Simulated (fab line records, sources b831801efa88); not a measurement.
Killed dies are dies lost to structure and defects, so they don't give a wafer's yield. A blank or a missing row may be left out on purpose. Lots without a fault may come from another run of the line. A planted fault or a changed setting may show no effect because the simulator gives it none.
Split-lot experiment | flow gf180mcu | 5 lots, 23 wafers read, on a route of 602 steps

THE SPLIT
At GF_M3_SPUTTER_01 (material TiN, target thk 30 nm, time 25 s), the setting power_w was moved away from the recipe's 6500 W on 5 of the 23 wafers read, by -11.7% to -7.7%. The other wafers ran this setting at the recipe's value.

The reading is taken at the split's own step.

THE READING
TiN_of_M3_SPUTTER_01.thk_nm (the simulator's own value, which no gauge read), in nm, at GF_M3_SPUTTER_01 (material TiN, target thk 30 nm, time 25 s). The file gives no usual value for it. The 18 wafers here that ran the recipe average 30.07 nm, standard deviation 0.27 nm.

wafer  | tool, chamber at the split | power_w as run, W | against the recipe | TiN_of_M3_SPUTTER_01.thk_nm, nm | against lot-mates on the recipe
L074.1 | pvd_sputter-01, -          | 6500              | recipe             | 30.08                           | -
L074.2 | pvd_sputter-01, -          | 6500              | recipe             | 30.22                           | -
L074.3 | pvd_sputter-01, -          | 6500              | recipe             | 30.18                           | -
L074.4 | pvd_sputter-01, -          | 6500              | recipe             | 30.27                           | -
L074.5 | pvd_sputter-01, -          | 6500              | recipe             | 30.13                           | -
L076.1 | pvd_sputter-03, -          | 5741              | -11.7%             | 26.14                           | -3.56
L076.3 | pvd_sputter-03, -          | 5741              | -11.7%             | 26.46                           | -3.24
L076.4 | pvd_sputter-03, -          | 6500              | recipe             | 29.86                           | -
L076.5 | pvd_sputter-03, -          | 6500              | recipe             | 29.64                           | -
L076.6 | pvd_sputter-03, -          | 6500              | recipe             | 29.59                           | -
L079.1 | pvd_sputter-04, -          | 6500              | recipe             | 30.11                           | -
L079.4 | pvd_sputter-04, -          | 6500              | recipe             | 30.18                           | -
L079.5 | pvd_sputter-04, -          | 6500              | recipe             | 30.21                           | -
L080.1 | pvd_sputter-03, -          | 6500              | recipe             | 29.94                           | -
L080.2 | pvd_sputter-03, -          | 6500              | recipe             | 29.8                            | -
L080.3 | pvd_sputter-03, -          | 6500              | recipe             | 29.88                           | -
L080.5 | pvd_sputter-03, -          | 6500              | recipe             | 29.88                           | -
L080.6 | pvd_sputter-03, -          | 6500              | recipe             | 30.11                           | -
L083.2 | pvd_sputter-01, -          | 6500              | recipe             | 30.54                           | -
L083.3 | pvd_sputter-01, -          | 6002              | -7.7%              | 27.79                           | -2.80
L083.4 | pvd_sputter-01, -          | 6002              | -7.7%              | 28.38                           | -2.21
L083.5 | pvd_sputter-01, -          | 6500              | recipe             | 30.64                           | -
L083.6 | pvd_sputter-01, -          | 6002              | -7.7%              | 27.94                           | -2.65

THE FIT
A straight line over all 23 wafers: TiN_of_M3_SPUTTER_01.thk_nm changes by +0.302 nm for each +1% of power_w; r = +0.97; the points scatter about the line by 0.3 nm.
The same after taking each lot's own level away (the mean of its wafers on the recipe; 23 wafers): +0.306 nm for each +1%; r = +0.99; scatter 0.16 nm.
On that fit, the largest move of power_w shifts the reading by 3.6 nm.
The lots' own levels span 29.697 to 30.590 nm, that is 3.3 times the standard deviation above.
So the lot-to-lot level changes the slope little: the two slopes agree.
Check: with one of the wafers moved furthest among these (-11.7%) left out of the fit, the line predicts -3.6 nm for it against its lot-mates. It came out at -3.56 nm against them.

OTHER SPLITS ON THESE WAFERS
These wafers also went through other splits before the reading. Each is held against what the fit with the lots' levels taken away leaves over:
other split on the same wafers       | wafers away from the commonest value | r with TiN_of_M3_SPUTTER_01.thk_nm (lot level and that fit taken away)
GF_M1_STRIP_17 o2_flow_sccm          | 8                                    | +0.23
GF_M2_SPUTTER_01 time_s              | 8                                    | +0.11
GF_M2_EXPOSE_11 dose_mj              | 5                                    | +0.09
GF_M2_DEVELOP_13 develop_time_s      | 10                                   | -0.05
GF_V2_COAT_09 resist_thk_nm          | 5                                    | +0.14
GF_V2_SPUTTER_22 chamber_pressure_pa | 15                                   | -0.37

THE FILE'S OWN FIT
TiN_of_M3_SPUTTER_01.thk_nm changes by +0.304 nm for each +1% of power_w, r = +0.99.
